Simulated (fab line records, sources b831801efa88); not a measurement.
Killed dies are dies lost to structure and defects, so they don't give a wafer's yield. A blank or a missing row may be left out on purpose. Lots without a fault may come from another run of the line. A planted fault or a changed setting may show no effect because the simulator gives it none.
fab line records | flow sky130
record lots=10 wafers=30 last_day=50
route steps=708 shown METAL2@500 VIA2@507 PAD_OPEN@708
lots that met no fault: from a run of the same line without faults
start_h: hours from the record's first day to the start of the lot's first wafer shown | wait_h: hours since the lot's step before | " the same as in the row above | L1.1+2: a row that stands for several wafers | - no value, or no start given | * or withheld: withheld | < > ~ a bound
route shown NAME@n: a module of which the file shows steps, and the number in the route of the first | usual: mean/standard deviation of fault-free wafers | same: alike in all rows | chamber/n: place in a boat | sites: the reading at each site | _std_site: their standard deviation | _edge_site: outer sites' mean less inner sites' | radius_mm: how far each site lies from the wafer's centre | mask NAME#n: copy n | behind: the tool/chamber that last shaped the wafer | hold: why the lot was held/for how many hours/how that ended | device: the transistor (n, p or np) that didn't switch | end of line: the same wafers' tests at the end of the route | a step without rows: its recipe alone | killed: dies lost to structure and defects at the first sort, not the wafer's yield | map: a wafer's dies, x killed, . not, _ none there
set.NAME: the setting as run; set.NAME@STEP: as run at that earlier step | model.NAME: the simulator's own value behind a step, which no gauge read
steps of the route over a sample of lots; a table a step, a row a wafer
services: from which hour (start_h, from the record's first day; less than 0 if before it) a tool's chamber was out of use, for how many hours, and why
## steps
# step SKY_METAL2_DESCUM_17
# recipe chemistry=O2 source_power_w=150 bias_power_w=0 pressure_mtorr=10 temp_c=40 time_s=8
# usual drypump_motor_current_A=5.7/0.42 oes_product_au=1.002/0.006
# columns lot.wafer tool chamber start_h wait_h drypump_motor_current_A oes_product_au rf_hours_counter_h
L402.1 rie_metal-02 0 791.91 0.0 5.7 0.997 6
L402.4 " 1 " " 5.1 1.007 -
L402.6 " 1 " " 5.1 0.988 -
L403.2 rie_metal-01 1 818.41 0.0 5.2 1.003 4
L403.3 " 0 " " 6.3 1.008 -
L403.4 " 1 " " 5.2 1.004 -
L404.2 rie_metal-04 1 836.16 0.0 5.5 1.002 5
L404.3 " 1 " " 5.5 1.015 -
L404.6 " 0 " " 6.0 1.003 -
L405.1 rie_metal-01 1 856.62 0.0 5.2 0.999 5
L405.4 " 1 " " 5.2 1.003 -
L405.5 " 0 " " 6.3 0.998 -
L406.2 rie_metal-02 1 858.51 0.0 5.1 0.992 1
L406.3 " 1 " " 5.1 0.995 -
L406.6 " 1 " " 5.1 0.998 -
L407.1 rie_metal-04 0 863.73 0.0 6.1 1.005 12
L407.5 " 0 " " 6.0 0.998 -
L407.6 " 1 " " 5.6 1.007 -
L408.1 rie_metal-02 1 870.52 0.0 5.1 0.998 1
L408.3 " 0 " " 5.7 0.990 -
L408.4 " 1 " " 5.1 0.998 -
L418.1 rie_metal-04 0 955.13 0.0 6.0 1.009 17
L418.3 " 1 " " 5.5 1.005 -
L418.6 " 0 " " 6.0 0.998 -
L416.1 rie_metal-04 0 960.21 0.0 6.0 1.002 17
L416.3 " 1 " " 5.5 1.000 -
L416.5 " 1 " " 5.5 1.011 -
L424.1 rie_metal-01 1 999.37 0.0 5.2 1.009 13
L424.5 " 0 " " 6.3 0.995 -
L424.6 " 1 " " 5.2 1.003 -
# step SKY_METAL2_ETCH_18
# recipe chemistry=N2/H2 target=BARC ion_energy_ev=200 bias_w=100 pressure_mtorr=30 n2_flow_sccm=100 h2_flow_sccm=200 icp_w=500 stop_on=SiO2 time_s=45.9 target_depth_a=600
# usual drypump_motor_current_A=5.7/0.42 oes_product_au=0.855/0.0045 throttle_valve_pct=13.225/0.0086
# columns lot.wafer tool chamber start_h wait_h drypump_motor_current_A oes_product_au rf_hours_counter_h throttle_valve_pct
L402.1 rie_metal-02 0 791.94 0.0 5.8 0.860 6 13.210
L402.4 " 1 " " 5.1 0.858 - 13.228
L402.6 " 1 " " 5.1 0.858 - 13.229
L403.2 rie_metal-01 1 818.44 0.0 5.2 0.855 4 13.217
L403.3 " 0 " " 6.3 0.849 - 13.220
L403.4 " 1 " " 5.2 0.856 - 13.223
L404.2 rie_metal-04 1 836.19 0.0 5.5 0.854 5 13.222
L404.3 " 1 " " 5.6 0.857 - 13.215
L404.6 " 0 " " 6.0 0.852 - 13.237
L405.1 rie_metal-01 1 856.65 0.0 5.2 0.857 5 13.232
L405.4 " 1 " " 5.2 0.865 - 13.216
L405.5 " 0 " " 6.3 0.850 - 13.232
L406.2 rie_metal-02 1 858.54 0.0 5.1 0.862 1 13.228
L406.3 " 1 " " 5.1 0.857 - 13.225
L406.6 " 1 " " 5.1 0.860 - 13.241
L407.1 rie_metal-04 0 863.76 0.0 6.0 0.853 12 13.220
L407.5 " 0 " " 6.1 0.855 - 13.222
L407.6 " 1 " " 5.6 0.857 - 13.221
L408.1 rie_metal-02 1 870.55 0.0 5.1 0.853 1 13.216
L408.3 " 0 " " 5.7 0.857 - 13.235
L408.4 " 1 " " 5.1 0.855 - 13.228
L418.1 rie_metal-04 0 955.16 0.0 6.0 0.858 17 13.228
L418.3 " 1 " " 5.6 0.856 - 13.228
L418.6 " 0 " " 6.1 0.860 - 13.217
L416.1 rie_metal-04 0 960.24 0.0 6.1 0.856 17 13.233
L416.3 " 1 " " 5.6 0.854 - 13.223
L416.5 " 1 " " 5.6 0.858 - 13.218
L424.1 rie_metal-01 1 999.40 0.0 5.2 0.866 13 13.214
L424.5 " 0 " " 6.3 0.851 - 13.219
L424.6 " 1 " " 5.2 0.853 - 13.226
# step SKY_VIA2_HDPCVD_00
# recipe material=SiO2 target_thk_nm=1180 sigma_open_frac=0.3 time_s=196.7 temp_c=400 sih4_flow_sccm=60 pressure_mtorr=6
# usual sih4_flow_sccm=60.01/0.18 susceptor_temp_C=400.01/0.24
# columns lot.wafer tool chamber start_h wait_h sih4_flow_sccm susceptor_temp_C
L402.1 hdpcvd-02 1 792.69 0.0 60.27 400.31
L402.4 " 0 " " 59.96 400.11
L402.6 " 1 " " 60.25 399.92
L403.2 hdpcvd-01 0 819.23 0.0 60.03 399.84
L403.3 " 2 " " 59.99 399.98
L403.4 " 0 " " 59.97 400.27
L404.2 hdpcvd-01 0 836.97 0.0 60.25 399.98
L404.3 " 1 " " 59.87 399.81
L404.6 " 2 " " 60.09 400.29
L405.1 hdpcvd-02 1 857.44 0.0 59.89 399.75
L405.4 " 0 " " 60.06 400.19
L405.5 " 2 " " 59.84 399.93
L406.2 hdpcvd-02 2 859.32 0.0 60.02 400.12
L406.3 " 0 " " 60.28 399.85
L406.6 " 0 " " 60.18 400.07
L407.1 hdpcvd-02 0 864.54 0.0 60.07 399.76
L407.5 " 2 " " 59.83 399.92
L407.6 " 1 " " 59.99 400.30
L408.1 hdpcvd-02 1 871.30 0.0 60.15 400.13
L408.3 " 1 " " 60.09 399.94
L408.4 " 0 " " 60.05 400.43
L418.1 hdpcvd-01 1 956.00 0.1 59.81 399.77
L418.3 " 2 " " 60.10 399.82
L418.6 " 0 " " 60.20 400.49
L416.1 hdpcvd-01 0 961.00 0.0 60.14 399.75
L416.3 " 1 " " 59.92 399.97
L416.5 " 1 " " 59.78 400.00
L424.1 hdpcvd-02 2 1000.15 0.0 60.00 400.03
L424.5 " 2 " " 59.79 399.73
L424.6 " 1 " " 59.79 400.25
# step SKY_VIA2_THK_MEAS_01
# recipe reads=SiO2_of_VIA2_HDPCVD_00
# usual VIA2_HDPCVD_THK=1178/11
# columns lot.wafer tool chamber start_h wait_h VIA2_HDPCVD_THK[nm]
L402.1 film_metro-03 - 792.82 0.1 1193
L402.4 " - " " 1196
L402.6 " - " " 1181
L403.2 film_metro-01 - 819.36 0.1 1199
L403.3 " - " " 1197
L403.4 " - " " 1191
L404.2 film_metro-03 - 837.11 0.1 1172
L404.3 " - " " 1179
L404.6 " - " " 1182
L405.1 film_metro-03 - 857.57 0.1 1175
L405.4 " - " " 1192
L405.5 " - " " 1173
L406.2 film_metro-03 - 859.46 0.1 1170
L406.3 " - " " 1179
L406.6 " - " " 1182
L407.1 film_metro-04 - 864.67 0.1 1155
L407.5 " - " " 1156
L407.6 " - " " 1158
L408.1 film_metro-04 - 871.48 0.1 1167
L408.3 " - " " 1151
L408.4 " - " " 1163
L418.1 film_metro-01 - 956.13 0.1 1186
L418.3 " - " " 1175
L418.6 " - " " 1178
L416.1 film_metro-01 - 961.12 0.1 1183
L416.3 " - " " 1173
L416.5 " - " " 432
L424.1 film_metro-01 - 1000.27 0.1 1174
L424.5 " - " " 1186
L424.6 " - " " 1161
# step SKY_VIA2_OVL_MEAS_13
# usual VIA2_OVL=0/4.7
# columns lot.wafer tool chamber start_h wait_h VIA2_OVL[nm]
L402.1 overlay-02 - 815.72 0.1 6
L402.4 " - " " 3
L402.6 " - " " 3
L403.2 overlay-02 - 844.90 0.1 -1
L403.3 " - " " -1
L403.4 " - " " -1
L404.2 overlay-01 - 863.63 0.1 3
L404.3 " - " " -3
L404.6 " - " " -2
L405.1 overlay-02 - 884.12 0.1 1
L405.4 " - " " 9
L405.5 " - " " 4
L406.2 overlay-01 - 885.58 0.1 -3
L406.3 " - " " 1
L406.6 " - " " 0
L407.1 overlay-01 - 891.04 0.1 1
L407.5 " - " " 7
L407.6 " - " " 3
L408.1 overlay-02 - 896.13 0.1 -4
L408.3 " - " " -1
L408.4 " - " " -1
L418.1 overlay-01 - 981.02 0.1 -8
L418.3 " - " " -6
L418.6 " - " " 1
L416.1 overlay-01 - 986.04 0.1 -5
L416.3 " - " " -13
L416.5 " - " " -6
L424.1 overlay-02 - 1024.27 0.1 8
L424.5 " - " " 10
L424.6 " - " " 6
# step SKY_VIA2_ETCH_15
# recipe target=SiO2 chemistry=C4F8/O2/Ar target_depth_nm=546 stop_on=TiN mask_material=KrF-thick source_w=1500 bias_w=1200 pressure_mtorr=40 c4f8_flow_sccm=withheld O2_flow_sccm=6 Ar_flow_sccm=300 time_s=84
# usual oes_product_au=0.939/0.0048
# columns lot.wafer tool chamber start_h wait_h oes_product_au rf_hours_counter_h
L402.1 rie_diel-02 2 815.80 0.0 0.938 24
L402.4 " 1 " " 0.932 13
L402.6 " 1 " " 0.940 -
L403.2 rie_diel-02 2 844.97 0.0 0.940 25
L403.3 " 0 " " 0.937 9
L403.4 " 3 " " 0.936 10
L404.2 rie_diel-01 3 863.70 0.0 0.935 10
L404.3 " 2 " " 0.941 8
L404.6 " 2 " " 0.943 -
L405.1 rie_diel-03 2 884.20 0.0 0.940 12
L405.4 " 1 " " 0.943 4
L405.5 " 0 " " 0.930 -
L406.2 rie_diel-01 3 885.65 0.0 0.942 11
L406.3 " 0 " " 0.952 2
L406.6 " 0 " " 0.942 -
L407.1 rie_diel-02 3 891.12 0.0 0.938 12
L407.5 " 3 " " 0.943 -
L407.6 " 2 " " 0.937 -
L408.1 rie_diel-02 0 896.20 0.0 0.941 11
L408.3 " 3 " " 0.941 12
L408.4 " 1 " " 0.940 16
L418.1 rie_diel-01 2 981.10 0.0 0.936 12
L418.3 " 0 " " 0.937 5
L418.6 " 1 " " 0.930 -
L416.1 rie_diel-03 1 986.12 0.0 0.940 7
L416.3 " 2 " " 0.940 15
L416.5 " 2 " " 0.882 -
L424.1 rie_diel-03 0 1024.35 0.0 0.938 13
L424.5 " 2 " " 0.932 -
L424.6 " 3 " " 0.943 -
# step SKY_PAD_OPEN_PROBE_99
# usual defect_limited_yield=82.5/1.8 killed_at_M0_to_M3=43/6.6 killed_at_M4_up=3.2/1.8 killed_at_contacts=24/5 killed_at_front_end=15/4.5 killed_at_other=0.2/0.46 killed_dies=86/8.8 killed_open=48/6.6 killed_short=38/6.1
# same gross_dies=492 killed_at_back_side=0
# columns lot.wafer tool chamber start_h wait_h defect_limited_yield[%] killed_at_M0_to_M3 killed_at_M4_up killed_at_contacts killed_at_front_end killed_at_other killed_dies killed_open killed_short
L402.1 prober-02 - 1050.73 0.1 82.3 44 6 26 11 0 87 43 44
L402.4 prober-02 - 1050.88 0.2 77.6 58 5 30 17 0 110 63 47
L402.6 prober-02 - 1050.98 0.2 80.1 50 1 27 20 0 98 59 39
L403.2 prober-01 - 1071.82 0.1 81.9 43 3 30 12 1 89 60 29
L403.3 prober-01 - 1071.87 0.2 81.1 47 5 19 21 1 93 43 50
L403.4 prober-01 - 1071.92 0.2 83.1 37 5 26 15 0 83 50 33
L404.2 prober-02 - 1090.66 0.1 82.9 43 5 16 20 0 84 43 41
L404.3 prober-02 - 1090.71 0.2 83.5 36 2 19 24 0 81 55 26
L404.6 prober-02 - 1090.86 0.2 81.3 43 2 24 23 0 92 58 34
L405.1 prober-01 - 1106.04 0.1 82.5 44 4 21 17 0 86 51 35
L405.4 prober-01 - 1106.19 0.2 82.9 51 3 18 12 0 84 39 45
L405.5 prober-01 - 1106.24 0.2 83.7 37 4 22 17 0 80 42 38
L406.2 prober-02 - 1107.75 0.1 83.9 35 3 23 17 1 79 46 33
L406.3 prober-02 - 1107.80 0.2 82.3 38 4 19 26 0 87 50 37
L406.6 prober-02 - 1107.95 0.2 81.9 45 3 28 13 0 89 51 38
L407.1 prober-01 - 1110.89 0.1 81.7 46 2 28 14 0 90 54 36
L407.5 prober-01 - 1111.09 0.2 80.1 48 2 32 16 0 98 55 43
L407.6 prober-01 - 1111.14 0.2 81.9 42 5 24 18 0 89 49 40
L408.1 prober-02 - 1113.93 0.1 83.5 33 4 28 15 1 81 45 36
L408.3 prober-02 - 1114.03 0.2 81.1 60 2 22 8 1 93 51 42
L408.4 prober-02 - 1114.08 0.2 81.7 43 5 28 14 0 90 40 50
L418.1 prober-02 - 1180.43 0.1 83.7 46 3 22 9 0 80 46 34
L418.3 prober-02 - 1180.53 0.2 81.7 53 4 19 14 0 90 48 42
L418.6 prober-02 - 1180.68 0.2 84.3 42 1 24 9 1 77 46 31
L416.1 prober-01 - 1183.26 0.1 82.9 51 1 24 8 0 84 46 38
L416.3 prober-01 - 1183.36 0.2 79.1 52 3 30 18 0 103 52 51
L416.5 prober-01 - 1183.46 0.2 81.1 49 4 29 11 0 93 60 33
L424.1 prober-01 - 1208.83 0.1 83.3 27 5 34 16 0 82 39 43
L424.5 prober-01 - 1209.03 0.2 85.8 38 2 17 13 0 70 39 31
L424.6 prober-01 - 1209.08 0.2 81.5 46 9 22 14 0 91 46 45
# killed by level:class
L402.1 VIA1:geometric_particle:open=8 VIA3:geometric_particle:open=8 LOCAL_INTERCONNECT:geometric_particle:short=7 CONTACT:geometric_particle:open=7 LI_CONTACT:geometric_particle:open=6 METAL4:geometric_particle:short=6 VIA1:geometric_particle:short=5 METAL3:geometric_particle:short=5
L402.4 VIA1:geometric_particle:open=17 CONTACT:geometric_particle:open=11 VIA3:geometric_particle:open=8 FIELD_ISO:geometric_particle:short=7 CONTACT:geometric_particle:short=7 VIA2:geometric_particle:open=7 LI_CONTACT:geometric_particle:open=5 METAL2:geometric_particle:short=5
L402.6 VIA1:geometric_particle:open=13 CONTACT:geometric_particle:open=9 LI_CONTACT:geometric_particle:open=8 FIELD_ISO:geometric_particle:open=7 FIELD_ISO:geometric_particle:short=7 VIA2:geometric_particle:open=7 VIA3:geometric_particle:open=6 VIA3:geometric_particle:short=4
L403.2 LI_CONTACT:geometric_particle:open=13 VIA2:geometric_particle:open=10 CONTACT:geometric_particle:open=9 VIA1:geometric_particle:open=9 METAL2:geometric_particle:short=6 POLY_GATE:geometric_particle:open=5 VIA3:geometric_particle:open=5 CONTACT:geometric_particle:short=4
L403.3 VIA1:geometric_particle:open=12 POLY_GATE:geometric_particle:short=8 METAL2:geometric_particle:short=8 LI_CONTACT:geometric_particle:open=6 VIA1:geometric_particle:short=6 POLY_GATE:geometric_particle:open=5 VIA2:geometric_particle:open=5 LOCAL_INTERCONNECT:geometric_particle:short=5
L403.4 VIA2:geometric_particle:open=12 LI_CONTACT:geometric_particle:open=11 VIA1:geometric_particle:open=8 METAL1:geometric_particle:short=7 CONTACT:geometric_particle:open=6 FIELD_ISO:geometric_particle:open=4 CONTACT:geometric_particle:short=4 FIELD_ISO:geometric_particle:short=3
L404.2 VIA1:geometric_particle:open=12 METAL1:geometric_particle:short=8 VIA2:geometric_particle:open=8 FIELD_ISO:geometric_particle:open=6 FIELD_ISO:geometric_particle:short=6 CONTACT:geometric_particle:open=5 METAL2:geometric_particle:short=5 METAL4:geometric_particle:short=5
L404.3 VIA2:geometric_particle:open=12 POLY_GATE:geometric_particle:open=10 VIA3:geometric_particle:open=6 LI_CONTACT:geometric_particle:open=6 CONTACT:geometric_particle:open=6 VIA1:geometric_particle:open=6 POLY_GATE:geometric_particle:short=4 LOCAL_INTERCONNECT:geometric_particle:short=4
L404.6 VIA1:geometric_particle:open=15 CONTACT:geometric_particle:open=11 VIA2:geometric_particle:open=11 POLY_GATE:geometric_particle:short=10 FIELD_ISO:geometric_particle:open=5 METAL2:geometric_particle:short=5 LI_CONTACT:geometric_particle:open=4 POLY_GATE:geometric_particle:open=3
L405.1 VIA1:geometric_particle:open=13 VIA2:geometric_particle:open=7 LI_CONTACT:geometric_particle:open=6 CONTACT:geometric_particle:open=6 FIELD_ISO:geometric_particle:open=5 POLY_GATE:geometric_particle:open=5 CONTACT:geometric_particle:short=5 METAL1:geometric_particle:short=5
L405.4 VIA1:geometric_particle:open=11 VIA3:geometric_particle:open=8 VIA1:geometric_particle:short=7 CONTACT:geometric_particle:open=6 METAL2:geometric_particle:short=5 VIA3:geometric_particle:short=5 FIELD_ISO:geometric_particle:short=4 POLY_GATE:geometric_particle:short=4
L405.5 CONTACT:geometric_particle:open=8 VIA1:geometric_particle:open=8 VIA3:geometric_particle:open=8 FIELD_ISO:geometric_particle:short=5 METAL2:geometric_particle:short=5 VIA2:geometric_particle:open=5 POLY_GATE:geometric_particle:open=4 CONTACT:geometric_particle:short=4
L406.2 VIA1:geometric_particle:open=13 CONTACT:geometric_particle:open=7 POLY_GATE:geometric_particle:open=6 VIA2:geometric_particle:short=6 POLY_GATE:geometric_particle:short=5 VIA3:geometric_particle:open=5 LI_CONTACT:geometric_particle:open=4 LI_CONTACT:geometric_particle:short=4
L406.3 FIELD_ISO:geometric_particle:open=8 VIA1:geometric_particle:open=8 METAL2:geometric_particle:short=7 VIA2:geometric_particle:open=7 LI_CONTACT:geometric_particle:open=5 FIELD_ISO:geometric_particle:short=4 POLY_GATE:geometric_particle:short=4 LI_CONTACT:geometric_particle:short=4
L406.6 VIA1:geometric_particle:open=12 LI_CONTACT:geometric_particle:open=8 CONTACT:geometric_particle:open=8 VIA2:geometric_particle:open=6 VIA1:geometric_particle:short=6 CONTACT:geometric_particle:short=5 VIA3:geometric_particle:open=5 FIELD_ISO:geometric_particle:open=4
L407.1 CONTACT:geometric_particle:open=12 VIA1:geometric_particle:open=10 VIA3:geometric_particle:open=6 VIA1:geometric_particle:short=6 VIA2:geometric_particle:open=6 CONTACT:geometric_particle:short=5 LI_CONTACT:geometric_particle:short=5 LI_CONTACT:geometric_particle:open=5
L407.5 CONTACT:geometric_particle:open=13 VIA1:geometric_particle:open=9 VIA3:geometric_particle:open=9 VIA2:geometric_particle:open=7 CONTACT:geometric_particle:short=7 METAL1:geometric_particle:short=7 VIA1:geometric_particle:short=6 LI_CONTACT:geometric_particle:open=5
L407.6 VIA1:geometric_particle:open=11 CONTACT:geometric_particle:open=9 CONTACT:geometric_particle:short=7 VIA2:geometric_particle:open=7 FIELD_ISO:geometric_particle:open=5 FIELD_ISO:geometric_particle:short=5 VIA3:geometric_particle:open=5 LI_CONTACT:geometric_particle:open=5
L408.1 CONTACT:geometric_particle:open=12 LI_CONTACT:geometric_particle:open=8 VIA1:geometric_particle:open=7 VIA1:geometric_particle:short=6 METAL2:geometric_particle:short=5 FIELD_ISO:geometric_particle:short=4 CONTACT:geometric_particle:short=4 VIA2:geometric_particle:open=4
L408.3 VIA1:geometric_particle:open=19 CONTACT:geometric_particle:open=12 VIA1:geometric_particle:short=9 VIA3:geometric_particle:open=7 VIA2:geometric_particle:open=6 METAL1:geometric_particle:short=5 METAL2:geometric_particle:short=5 VIA2:geometric_particle:short=4
L408.4 VIA1:geometric_particle:open=11 CONTACT:geometric_particle:open=9 METAL1:geometric_particle:short=9 LI_CONTACT:geometric_particle:open=7 POLY_GATE:geometric_particle:short=6 LOCAL_INTERCONNECT:geometric_particle:short=6 FIELD_ISO:geometric_particle:open=5 CONTACT:geometric_particle:short=5
L418.1 VIA1:geometric_particle:open=13 CONTACT:geometric_particle:open=8 VIA2:geometric_particle:open=7 FIELD_ISO:geometric_particle:open=6 LI_CONTACT:geometric_particle:open=6 VIA2:geometric_particle:short=6 METAL2:geometric_particle:short=5 CONTACT:geometric_particle:short=4
L418.3 VIA3:geometric_particle:open=14 VIA1:geometric_particle:open=10 CONTACT:geometric_particle:open=9 FIELD_ISO:geometric_particle:short=7 METAL2:geometric_particle:short=7 VIA1:geometric_particle:short=5 LI_CONTACT:geometric_particle:open=4 METAL3:geometric_particle:short=4
L418.6 VIA1:geometric_particle:open=12 CONTACT:geometric_particle:open=9 VIA3:geometric_particle:open=7 METAL1:geometric_particle:short=5 LI_CONTACT:geometric_particle:open=5 LOCAL_INTERCONNECT:geometric_particle:short=4 CONTACT:geometric_particle:short=4 VIA1:geometric_particle:short=4
L416.1 CONTACT:geometric_particle:open=10 VIA1:geometric_particle:short=8 LI_CONTACT:geometric_particle:open=8 VIA1:geometric_particle:open=8 VIA2:geometric_particle:open=7 METAL1:geometric_particle:open=5 METAL1:geometric_particle:short=5 METAL2:geometric_particle:short=5
L416.3 CONTACT:geometric_particle:open=12 VIA1:geometric_particle:open=10 METAL2:geometric_particle:short=7 VIA2:geometric_particle:open=7 CONTACT:geometric_particle:short=7 VIA3:geometric_particle:open=7 VIA1:geometric_particle:short=6 POLY_GATE:geometric_particle:short=5
L416.5 CONTACT:geometric_particle:open=12 VIA2:geometric_particle:open=12 VIA1:geometric_particle:open=11 LI_CONTACT:geometric_particle:open=10 METAL1:geometric_particle:short=6 METAL2:geometric_particle:short=5 FIELD_ISO:geometric_particle:open=4 POLY_GATE:geometric_particle:open=4
L424.1 CONTACT:geometric_particle:open=12 LOCAL_INTERCONNECT:geometric_particle:short=7 VIA1:geometric_particle:open=6 VIA1:geometric_particle:short=6 LI_CONTACT:geometric_particle:open=6 CONTACT:geometric_particle:short=6 FIELD_ISO:geometric_particle:open=5 METAL4:geometric_particle:short=5
L424.5 VIA1:geometric_particle:open=7 VIA2:geometric_particle:open=7 CONTACT:geometric_particle:open=6 METAL1:geometric_particle:short=5 VIA3:geometric_particle:open=5 FIELD_ISO:geometric_particle:open=4 LI_CONTACT:geometric_particle:open=4 CONTACT:geometric_particle:short=4
L424.6 VIA1:geometric_particle:open=12 CONTACT:geometric_particle:open=11 VIA3:geometric_particle:open=10 METAL1:geometric_particle:short=9 METAL4:geometric_particle:short=7 POLY_GATE:geometric_particle:short=6 CONTACT:geometric_particle:short=5 VIA3:geometric_particle:short=5
## services
# columns tool chamber start_h hours kind
rie_diel-02 - 768.15 0.4 repair
rie_metal-01 0 770.58 - clean
rie_metal-01 0 770.58 24.4 scheduled_down
rie_metal-01 0 770.58 24.4 vent_cycle
rie_diel-03 - 780.82 4.3 pm
rie_diel-03 3 785.55 7.8 repair
hdpcvd-02 - 794.16 2.8 pm
rie_diel-03 - 797.78 0.4 repair
rie_metal-02 - 811.97 0.2 repair
rie_diel-01 - 843.42 14.6 pm
hdpcvd-01 - 857.18 22.1 repair
hdpcvd-02 2 866.81 11.0 repair
hdpcvd-01 - 908.04 1.2 repair
hdpcvd-02 0 910.12 14.1 repair
hdpcvd-01 - 921.59 0.4 repair
rie_diel-03 2 924.30 5.2 repair
rie_diel-01 0 943.99 6.9 repair
hdpcvd-02 - 950.25 15.0 pm
rie_diel-03 3 952.93 8.1 repair
rie_metal-02 0 967.83 8.6 repair
rie_diel-01 - 971.53 2.8 pm
rie_metal-02 1 985.34 6.1 repair
rie_metal-04 - 989.88 2.2 repair
rie_diel-02 - 1016.33 2.8 pm
## key
first_sign step=SKY_VIA2_THK_MEAS_01 reading=VIA2_HDPCVD_THK direction=down sigmas=66 usual=1178 struck=432
effect step=SKY_VIA2_ETCH_15 reading=oes_product_au direction=down sigmas=12 usual=0.939 struck=0.882
met_at SKY_VIA2_HDPCVD_00
struck_lots L416
struck_wafers L416.5
not_acting_at SKY_METAL2_DESCUM_17,SKY_METAL2_ETCH_18,SKY_VIA2_OVL_MEAS_13
onset_between 956.00 961.00
fault kind=process_parameter_drift tool=hdpcvd-01 chamber=- onset_h=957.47 steps=SKY_VIA2_HDPCVD_00 channel=target_thk_nm offset=-766.97 shape=step end_h=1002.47 scope=struck_wafers_only acts_in=these_recipes_only stated=1180
